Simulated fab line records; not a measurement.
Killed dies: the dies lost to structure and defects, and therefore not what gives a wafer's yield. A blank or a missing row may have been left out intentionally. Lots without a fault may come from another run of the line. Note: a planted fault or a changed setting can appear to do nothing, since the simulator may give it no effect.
A single fault, viewed from 2 desks | flow gf180mcu | numbers are kept per desk, each desk with only its own; the story behind them comes last

== AT THE METROLOGY DESK ==
What the gauges read for every lot (on any tool): the sampled wafers with a number, averaged. Marked OUT: a lot whose mean sits more than 4 standard deviations from the usual mean, which makes it out of limits; the brackets give that distance.
Columns: A = POLY_GATE_OXIDATION_THK at GF_POLY_GATE_THK_MEAS_17, usual 3.99 nm
lot  | first seen here | A
L345 | day 9 07:31     | 3.95
L347 | day 9 22:53     | 3.93
L348 | day 10 04:19    | 4.10
L351 | day 11 08:28    | 4.09
L353 | day 12 13:46    | 4.03
L354 | day 12 20:16    | 4.03
L356 | day 13 04:53    | 3.86
L357 | day 13 05:02    | 3.90
L359 | day 14 01:09    | 4.00
L361 | day 14 15:25    | 4.11
L364 | day 15 10:34    | 3.91
L366 | day 16 00:21    | 4.03
This desk's verdict: no lot among the 12 shows anything out of limits.

== FOR THE TOOL OWNER'S DESK: rie_diel-04 ==
The tool's own readings at GF_STI_ETCH_13 (etches the open film in CHF3/O2, stops on Si, target depth 282.31 nm, time 112.9 s): means of the sampled wafers that have a number, for each lot that ran on this tool. Marked OUT: a lot whose mean sits more than 4 standard deviations from the usual mean, which makes it out of limits; the brackets give that distance.
Columns: A = drypump_motor_current_A at GF_STI_ETCH_13, usual 5.5 A; B = oes_product_au at GF_STI_ETCH_13, usual 0.867 a.u.; C = throttle_valve_pct at GF_STI_ETCH_13, usual 8.821 %
lot  | first seen here | A   | B               | C
L345 | day 2 07:47     | 5.3 | 0.870           | 8.823
L348 | day 2 21:44     | 5.7 | 0.858           | 8.817
L353 | day 4 00:31     | 5.5 | 0.856           | 8.817
L356 | day 4 19:16     | 5.3 | 0.786 (-11) OUT | 8.795
L357 | day 4 23:22     | 5.5 | 0.790 (-11) OUT | 8.802
L359 | day 5 09:19     | 5.3 | 0.787 (-11) OUT | 8.792
This desk's verdict: out of limits on L356, L357, L359, starting with L356 at day 4 19:16 (oes_product_au at GF_STI_ETCH_13). Within limits: L345, L348, L353.

== BROUGHT TOGETHER ==
On L356, L357, L359, at day 4 19:16, an alarm was possible from the tool owner's desk.
At the metrology desk, nothing out of limits was observed.
The metrology desk holds a record of L356, L357, L359, inside its limits.
Every lot named ran GF_STI_ETCH_13 on rie_diel-04.

== WHAT THE SIMULATOR PUT IN ==
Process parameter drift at GF_STI_ETCH_13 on rie_diel-04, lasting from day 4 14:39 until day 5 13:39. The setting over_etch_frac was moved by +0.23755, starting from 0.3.
Shown lots that were struck: L356, L357, L359.
Hours from the fault's start to each desk's first reading out of limits: the tool owner's desk, 5.
